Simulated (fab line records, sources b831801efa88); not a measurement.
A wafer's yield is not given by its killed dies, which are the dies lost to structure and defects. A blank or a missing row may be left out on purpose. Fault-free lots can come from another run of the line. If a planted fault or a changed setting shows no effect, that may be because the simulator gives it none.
A lot that was struck, set against a sound lot    flow sky130    16 out of 708 route steps
Sound: the wafers L730.2, L730.4, L730.5. Struck: wafers L741.3, L741.4, L741.6. The cause is given at the end.
Each step with rows lists, per side, the tool, then ch with its chambers, then its first start. Under that, the readings that differ: sound wafers    struck wafers    difference of the means    sigmas: that difference in standard deviations of wafers without a fault.
alike: same words and numbers on both sides, and readings whose means sit less than 2 such deviations apart. not compared: any withheld reading, any reading some wafer has no value for, any bound like >300 that may hide the same value, and any number with overlapping values for which the record gives no deviation.
The two part at a step that has a row with sigmas, a row that says differs or no value, or rows on one side only. Numbers that don't overlap but have no deviation are shown without sigmas and don't part them. Lack of a reading on every wafer of one side parts them only where that side has two or more wafers.

first, 1 step without rows for these wafers: SKY_VT_ADJUST_NCORE_DEVELOP_06 (develop time 60 s).
SKY_VT_ADJUST_NCORE_CD_MEAS_07: the cd target is 380 nm.
  sound on cd sem-01 at day 9 07:17; struck on cd sem-01 at day 12 15:35
  alike: cd nm
SKY_VT_ADJUST_NCORE_OVL_MEAS_08:
  sound on overlay-01 at day 9 07:23; struck on overlay-01 at day 12 15:40
  alike: VT_ADJUST_NCORE_OVL
following that, these wafers have no rows for 1 step: SKY_VT_ADJUST_NCORE_IMPLANT_09.
SKY_VT_ADJUST_NCORE_STRIP_10: strips in O2/N2.
  sound on plasma asher-01 ch 1, day 9 07:34; struck on plasma asher-01 ch 0,1, day 12 15:53
  alike: chamber pressure mTorr, drypump motor current A, oes product au, strip time to endpoint s
  not compared: rf hours counter h
SKY_VT_ADJUST_NCORE_TW_MEAS_11:
  sound on film metro-03 at day 9 07:40; struck on film metro-04 at day 12 15:58
  alike: VT_ADJUST_NCORE_TW
then, 6 steps without rows for these wafers: SKY_VT_ADJUST_HVTR_DEHYDRATE_00 (time 60 s); SKY_VT_ADJUST_HVTR_HMDS_01 (prime time 60 s); SKY_VT_ADJUST_HVTR_COAT_02 (resist thk 1140 nm); SKY_VT_ADJUST_HVTR_SOFTBAKE_03 (time 60 s); SKY_VT_ADJUST_HVTR_EXPOSE_04 (exposes mask HVTRM, target cd 380 nm); SKY_VT_ADJUST_HVTR_PEB_05.
SKY_VT_ADJUST_HVTR_DEVELOP_06: develop time 60 s.
  sound on litho track-04 ch 0, day 10 05:03; struck on litho track-03 ch 0, day 13 16:39
SKY_VT_ADJUST_HVTR_CD_MEAS_07: the cd target is 380 nm.
  sound on cd sem-01 at day 10 05:11; struck on cd sem-01 at day 13 16:47
reading     sound              struck             difference  sigmas
cd nm (nm)  386.0 382.4 380.3  418.5 420.5 419.8  +36.7       +15
SKY_VT_ADJUST_HVTR_OVL_MEAS_08:
  sound on overlay-01 at day 10 05:18; struck on overlay-02 at day 13 16:53
  alike: VT_ADJUST_HVTR_OVL
-- a jump in the record: the struck wafers' starts before and after are 35 days apart (it breaks off in module VT_ADJUST_HVTR and resumes in module PAD_OPEN, where the first step shown is number 708 of the route) --
SKY_PAD_OPEN_PROBE_99:
  only the struck wafers here have rows in the record (prober-02, day 49 03:06); the sound ones have none

== WHERE THEY PART ==
Last at SKY_PAD_OPEN_PROBE_99 as far as this record goes, first at SKY_VT_ADJUST_HVTR_CD_MEAS_07.

WHY: whatever the simulator had introduced
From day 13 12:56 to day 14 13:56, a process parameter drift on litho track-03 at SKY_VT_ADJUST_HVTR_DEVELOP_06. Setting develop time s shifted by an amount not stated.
